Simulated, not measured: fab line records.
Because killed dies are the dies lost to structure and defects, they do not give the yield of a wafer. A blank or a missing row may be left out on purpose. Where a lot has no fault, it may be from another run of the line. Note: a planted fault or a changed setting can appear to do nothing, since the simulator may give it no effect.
fab line records	flow sky130
record: lots: 13	wafers: 39	last-day: 50
route steps=708 shown LDD_LDN@301 POLY_CUT@318 LI_CONTACT@382 VIA3@573
lots that met no fault: from a run of the same line without faults
start-h: hours from the record's opening day to when the first of the lot's shown wafers began	wait-h: time in hours since the lot's previous step	" the same as in the row above	L1.1+2: a single row standing in for several wafers	- no value, or no start given	* or withheld: withheld	< > ~ a bound
route shown NAME@n: NAME is a module with steps in the file, n the number in the route of the first one	usual: mean/standard deviation taken from wafers without a fault	same: alike in all rows	chamber/n: place in a boat	sites: each site's reading	_std_site: standard deviation across them	_edge_site: the outer-site mean with the inner-site mean subtracted	radius-mm: how far each site lies from the wafer's centre	mask NAME#n: copy n	behind: the tool/chamber that last shaped the wafer	hold: why the lot went on hold/how many hours it stayed there/how the hold came to an end	device: which transistor (n, p or np) failed to switch	end of line: tests run on the same wafers once the route is complete	a step with no rows: only its recipe	killed: dies lost to structure and defects at the first sort, not the wafer's yield	map: dies across one wafer; x = killed, . = not, _ = none there
set.NAME: setting as actually run; set.NAME@STEP: the setting as run at that earlier step	model.NAME: the simulator's own value behind a step, which no gauge read
the route's steps for a sample of lots (tables are steps, rows are wafers)
services: a tool's chamber out of use, with start hour (start-h, from the record's first day; less than 0 if before it), hours out, and reason
== steps ==
step: SKY_LDD_LDN_STRIP_12
recipe: chemistry: O2/N2	power-w: 1400	pressure-mtorr: 1500	platen-temp-c: withheld	o2-flow-sccm: 3000	n2-flow-sccm: 300	overash-fraction: 0.5
usual: drypump-motor-current-A: 6.14/0.21	oes-product-au: 0.715/0.0045	strip-time-to-endpoint-s: 14.18/0.039
lot.wafer	tool	chamber	start-h	wait-h	drypump-motor-current-A	oes-product-au	rf-hours-counter-h	strip-time-to-endpoint-s
L525.1	plasma-asher-04	1	525.14	0.1	6.27	0.721	40	14.21
L525.4	"	0	"	"	6.35	0.712	-	14.23
L525.6	"	0	"	"	6.35	0.724	-	14.21
L526.4	plasma-asher-01	1	531.31	0.1	6.34	0.715	-	14.20
L526.5	"	0	"	"	5.85	0.717	-	14.15
L526.6	"	1	"	"	6.37	0.713	-	14.20
L527.1	plasma-asher-03	1	539.78	0.1	6.16	0.718	11	14.17
L527.3	"	1	"	"	6.18	0.711	-	14.15
L527.6	"	0	"	"	5.98	0.720	-	14.20
L528.1	plasma-asher-01	0	543.13	0.1	5.85	0.711	74	14.17
L528.3	"	1	"	"	6.39	0.713	-	14.25
L528.5	"	0	"	"	5.82	0.721	-	14.22
L529.2	plasma-asher-04	1	559.18	0.1	6.24	0.717	43	14.24
L529.3	"	0	"	"	6.35	0.706	-	14.25
L529.4	"	1	"	"	6.25	0.710	-	14.22
L530.2	plasma-asher-03	1	571.24	0.1	6.14	0.718	15	14.17
L530.3	"	1	"	"	6.15	0.709	-	14.20
L530.6	"	1	"	"	6.18	0.713	-	14.21
L532.3	plasma-asher-04	0	590.06	0.1	6.34	0.722	-	14.23
L532.4	"	1	"	"	6.25	0.720	-	14.22
L532.5	"	1	"	"	6.27	0.720	-	14.22
L533.1	plasma-asher-01	0	594.03	0.1	5.84	0.710	79	14.24
L533.3	"	1	"	"	6.37	0.713	-	14.14
L533.4	"	0	"	"	5.86	0.716	-	14.16
L534.2	plasma-asher-01	1	607.64	0.1	6.38	0.716	81	14.19
L534.4	"	0	"	"	5.81	0.722	-	14.16
L534.6	"	1	"	"	6.38	0.713	-	14.12
L536.2	plasma-asher-04	1	624.58	0.1	6.23	0.714	50	14.14
L536.4	"	1	"	"	6.24	0.710	-	14.17
L536.5	"	0	"	"	6.34	0.717	-	14.17
L542.1	plasma-asher-03	0	673.29	0.1	5.96	0.719	25	14.14
L542.5	"	0	"	"	5.97	0.718	-	14.18
L542.6	"	1	"	"	6.16	0.714	-	14.19
L543.3	plasma-asher-01	1	680.27	0.1	6.36	0.716	-	14.08
L543.4	"	0	"	"	5.84	0.725	-	14.11
L543.6	"	0	"	"	5.84	0.713	-	14.11
L548.1	plasma-asher-01	0	712.09	0.1	5.82	0.715	91	14.17
L548.4	"	0	"	"	5.81	0.721	-	14.21
L548.5	"	1	"	"	6.37	0.718	-	14.18
step: SKY_POLY_CUT_ETCH_11
recipe: target: Si3N4	chemistry: CF4/CH2F2/Ar	stop-on: poly-Si	source-w: 600	bias-w: 150	pressure-mtorr: 40	cf4-flow-sccm: 40	ch2f2-flow-sccm: 20	Ar_flow_sccm: 150	time-s: 42.5	target-depth-a: 600
usual: drypump-motor-current-A: 5.6/0.46	oes-product-au: 0.826/0.0064	throttle-valve-pct: 14.995/0.0089
same: time-s: 42.5
lot.wafer	tool	chamber	start-h	wait-h	drypump-motor-current-A	oes-product-au	rf-hours-counter-h	throttle-valve-pct
L525.1	rie-diel-03	0	556.66	0.0	6.0	0.835	80	15.003
L525.4	"	0	"	"	6.1	0.825	-	14.998
L525.6	"	3	"	"	5.5	0.827	-	14.996
L526.4	rie-diel-02	1	562.03	0.0	4.7	0.827	-	15.014
L526.5	"	3	"	"	5.2	0.821	-	14.999
L526.6	"	2	"	"	5.6	0.827	-	14.990
L527.1	rie-diel-02	2	571.04	0.0	5.6	0.834	1	15.005
L527.3	"	1	"	"	4.7	0.827	3	14.984
L527.6	"	3	"	"	5.3	0.829	-	14.990
L528.1	rie-diel-03	3	574.21	0.0	5.5	0.834	15	14.993
L528.3	"	2	"	"	5.5	0.836	0	14.997
L528.5	"	1	"	"	6.3	0.827	-	14.998
L529.2	rie-diel-02	0	591.14	0.0	5.9	0.835	0	14.988
L529.3	"	1	"	"	4.7	0.833	3	14.999
L529.4	"	3	"	"	5.3	0.833	1	15.007
L530.2	rie-diel-04	2	602.51	0.0	6.0	0.834	0	14.994
L530.3	"	3	"	"	5.8	0.837	42	14.974
L530.6	"	3	"	"	5.8	0.835	-	14.984
L532.3	rie-diel-03	3	621.04	0.0	5.5	0.833	16	14.997
L532.4	"	2	"	"	5.5	0.825	1	15.011
L532.5	"	1	"	"	6.3	0.830	-	15.007
L533.1	rie-diel-02	0	624.96	0.0	5.8	0.831	1	14.994
L533.3	"	1	"	"	4.7	0.823	4	14.998
L533.4	"	3	"	"	5.2	0.828	2	14.992
L534.2	rie-diel-02	3	638.54	0.0	5.3	0.825	2	14.993
L534.4	"	1	"	"	4.7	0.814	5	14.978
L534.6	"	1	"	"	4.7	0.825	-	14.985
L536.2	rie-diel-03	3	654.56	0.0	5.5	0.820	17	14.985
L536.4	"	1	"	"	6.4	0.829	7	15.000
L536.5	"	3	"	"	5.5	0.830	-	14.989
L542.1	rie-diel-04	2	707.74	0.0	6.0	0.818	2	14.992
L542.5	"	0	"	"	5.0	0.823	-	14.992
L542.6	"	1	"	"	5.9	0.823	-	14.993
L543.3	rie-diel-02	2	713.11	0.0	5.6	0.822	5	14.999
L543.4	"	1	"	"	4.7	0.820	6	15.011
L543.6	"	0	"	"	5.8	0.831	-	14.992
L548.1	rie-diel-03	0	740.84	0.0	6.1	0.825	3	14.995
L548.4	"	2	"	"	5.5	0.822	4	15.009
L548.5	"	0	"	"	6.1	0.824	-	14.993
step: SKY_LI_CONTACT_SPUTTER_20
recipe: material: TiN	target-thk-nm: 20	chamber-pressure-pa: 5	power-w: 4000	time-s: 80
usual: cathode-dc-power-W: 3999.9/0.74	chamber-pressure-pa: 5.000/0.011	throttle-valve-pct: 30.4/1.4
same: time-s: 80
lot.wafer	tool	chamber	start-h	wait-h	cathode-dc-power-W	chamber-pressure-pa	throttle-valve-pct
L525.1	pvd-sputter-01	-	675.13	0.0	3999.9	4.994	30.1
L525.4	"	-	"	"	3999.1	4.999	28.7
L525.6	"	-	"	"	3999.2	5.010	30.4
L526.4	pvd-sputter-04	-	681.06	0.0	4000.3	5.006	29.2
L526.5	"	-	"	"	3998.9	4.998	29.3
L526.6	"	-	"	"	3998.9	4.976	33.0
L527.1	pvd-sputter-04	-	687.06	0.0	3999.8	5.016	29.1
L527.3	"	-	"	"	4000.2	4.998	33.0
L527.6	"	-	"	"	3999.6	5.003	32.0
L528.1	pvd-sputter-04	-	691.16	0.0	3998.2	4.996	29.3
L528.3	"	-	"	"	3999.8	5.007	29.2
L528.5	"	-	"	"	4000.2	4.998	29.3
L529.2	pvd-sputter-01	-	707.91	0.0	4000.0	4.996	28.4
L529.3	"	-	"	"	3999.6	5.011	29.2
L529.4	"	-	"	"	3999.2	5.005	28.7
L530.2	pvd-sputter-01	-	717.86	0.0	3999.6	5.008	28.8
L530.3	"	-	"	"	3999.8	4.985	30.8
L530.6	"	-	"	"	4000.2	4.975	31.0
L532.3	pvd-sputter-01	-	735.46	0.0	4001.3	5.016	30.5
L532.4	"	-	"	"	4000.3	5.002	30.8
L532.5	"	-	"	"	3999.9	5.016	30.3
L533.1	pvd-sputter-03	-	739.51	0.0	3999.5	5.026	30.8
L533.3	"	-	"	"	3998.8	5.005	31.9
L533.4	"	-	"	"	4000.1	4.988	29.2
L534.2	pvd-sputter-01	-	751.91	0.0	3999.9	5.001	30.8
L534.4	"	-	"	"	3999.5	5.013	30.3
L534.6	"	-	"	"	4000.0	5.007	30.8
L536.2	pvd-sputter-03	-	767.72	0.0	4000.0	5.008	29.6
L536.4	"	-	"	"	4000.4	5.003	29.7
L536.5	"	-	"	"	4000.1	4.990	31.6
L542.1	pvd-sputter-04	-	817.36	0.0	4000.3	4.989	32.0
L542.5	"	-	"	"	4001.0	5.017	29.0
L542.6	"	-	"	"	3999.6	4.995	32.2
L543.3	pvd-sputter-03	-	822.81	0.0	4000.5	4.984	31.0
L543.4	"	-	"	"	4001.6	4.985	29.7
L543.6	"	-	"	"	3999.2	5.011	31.4
L548.1	pvd-sputter-03	-	850.12	0.0	3999.8	4.992	29.5
L548.4	"	-	"	"	4000.1	5.001	29.7
L548.5	"	-	"	"	3999.9	4.997	29.7
step: SKY_VIA3_HDPCVD_00
recipe: material: SiO2	target-thk-nm: 1635	sigma-open-frac: 0.3	time-s: 272.5	temp-c: 400	sih4-flow-sccm: 60	pressure-mtorr: 6
lot.wafer	tool	chamber	start-h	wait-h
L525.1+4+6	hdpcvd-02	1,0,2	901.00	0.0
L526.4+5+6	hdpcvd-01	1,0,2	903.31	0.1
L527.1+3+6	hdpcvd-02	2,1,1	911.23	0.0
L528.1+3+5	hdpcvd-01	1,0,1	915.21	0.0
L529.2+3+4	hdpcvd-02	2,0,0	926.78	0.0
L530.2+3+6	hdpcvd-01	1,0,0	937.18	0.0
L532.3+4+5	hdpcvd-02	1,0,1	951.77	0.0
L533.1+3+4	hdpcvd-01	2,0,0	969.36	0.0
L534.2+4+6	hdpcvd-02	0,0,2	970.61	0.0
L536.2+4+5	hdpcvd-01	2,2,1	983.92	0.0
L542.1+5+6	hdpcvd-01	2,0,2	1024.18	0.0
L543.3+4+6	hdpcvd-01	2,0,1	1026.59	0.0
L548.1+4+5	hdpcvd-01	0,1,2	1055.60	0.0
step: SKY_VIA3_THK_MEAS_01
recipe: reads: SiO2_of_VIA3_HDPCVD_00
usual: VIA3_HDPCVD_THK: 1626/16
lot.wafer	tool	chamber	start-h	wait-h	VIA3_HDPCVD_THK[nm]
L525.1	film-metro-04	-	901.17	0.1	1607
L525.4	"	-	"	"	1619
L525.6	"	-	"	"	1625
L526.4	film-metro-03	-	903.42	0.0	1595
L526.5	"	-	"	"	1608
L526.6	"	-	"	"	1627
L527.1	film-metro-04	-	911.40	0.1	1623
L527.3	"	-	"	"	1630
L527.6	"	-	"	"	1601
L528.1	film-metro-02	-	915.37	0.1	1628
L528.3	"	-	"	"	1614
L528.5	"	-	"	"	1618
L529.2	film-metro-02	-	926.96	0.1	1637
L529.3	"	-	"	"	1642
L529.4	"	-	"	"	1642
L530.2	film-metro-03	-	937.36	0.1	1606
L530.3	"	-	"	"	1631
L530.6	"	-	"	"	1619
L532.3	film-metro-04	-	951.96	0.1	1620
L532.4	"	-	"	"	1598
L532.5	"	-	"	"	1615
L533.1	film-metro-04	-	969.53	0.1	1616
L533.3	"	-	"	"	1627
L533.4	"	-	"	"	1618
L534.2	film-metro-04	-	970.79	0.1	1630
L534.4	"	-	"	"	1125
L534.6	"	-	"	"	1135
L536.2	film-metro-03	-	984.09	0.1	1610
L536.4	"	-	"	"	1621
L536.5	"	-	"	"	1621
L542.1	film-metro-02	-	1024.35	0.1	1623
L542.5	"	-	"	"	1626
L542.6	"	-	"	"	1616
L543.3	film-metro-03	-	1026.77	0.1	1612
L543.4	"	-	"	"	1620
L543.6	"	-	"	"	1603
L548.1	film-metro-03	-	1055.77	0.1	1626
L548.4	"	-	"	"	1567
L548.5	"	-	"	"	1616
== services ==
tool	chamber	start-h	hours	kind
plasma-asher-01	-	511.22	2.0	repair
rie-diel-02	-	541.56	2.8	pm
rie-diel-03	3	548.84	1.3	repair
hdpcvd-02	0	596.96	22.4	repair
rie-diel-03	2	600.81	3.1	repair
hdpcvd-01	2	630.56	4.9	repair
rie-diel-02	0	639.28	4.5	repair
hdpcvd-02	-	650.75	15.0	pm
hdpcvd-01	1	654.96	5.6	repair
pvd-sputter-01	-	664.40	5.0	repair
hdpcvd-02	2	685.44	10.8	repair
rie-diel-03	1	687.39	13.2	repair
rie-diel-02	3	764.44	26.5	repair
hdpcvd-01	-	814.76	2.3	repair
hdpcvd-01	-	817.91	5.5	pm
rie-diel-02	1	821.04	10.0	repair
rie-diel-02	0	865.09	16.8	repair
rie-diel-02	1	878.72	16.1	repair
plasma-asher-01	-	909.84	1.5	repair
hdpcvd-01	-	950.25	15.0	pm
rie-diel-02	0	964.82	3.1	repair
plasma-asher-01	-	965.19	2.8	pm
hdpcvd-01	-	985.86	1.3	repair
plasma-asher-01	-	1055.25	9.0	pm
== key ==
first-sign: step: SKY_VIA3_THK_MEAS_01	reading: VIA3_HDPCVD_THK	direction: down	sigmas: 30	usual: 1626	struck: 1130
effect none on later readings
met-at SKY_VIA3_HDPCVD_00
struck-lots L534
struck-wafers L534.4,L534.6
sort-left-out L534.4,L534.6
not-acting-at SKY_LDD_LDN_STRIP_12,SKY_POLY_CUT_ETCH_11,SKY_LI_CONTACT_SPUTTER_20
onset-between 951.77 970.61
fault: kind: process-parameter-drift	tool: hdpcvd-02	chamber: -	onset-h: 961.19	steps: SKY_VIA3_HDPCVD_00	channel: target-thk-nm	offset: -528.22	shape: step	end-h: 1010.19	scope: struck-wafers-only	acts-in: these-recipes-only	stated: 1635
sort-left-out: the simulated sort isn't trusted on such a fault, so these wafers' sort isn't shown, and their yield isn't known
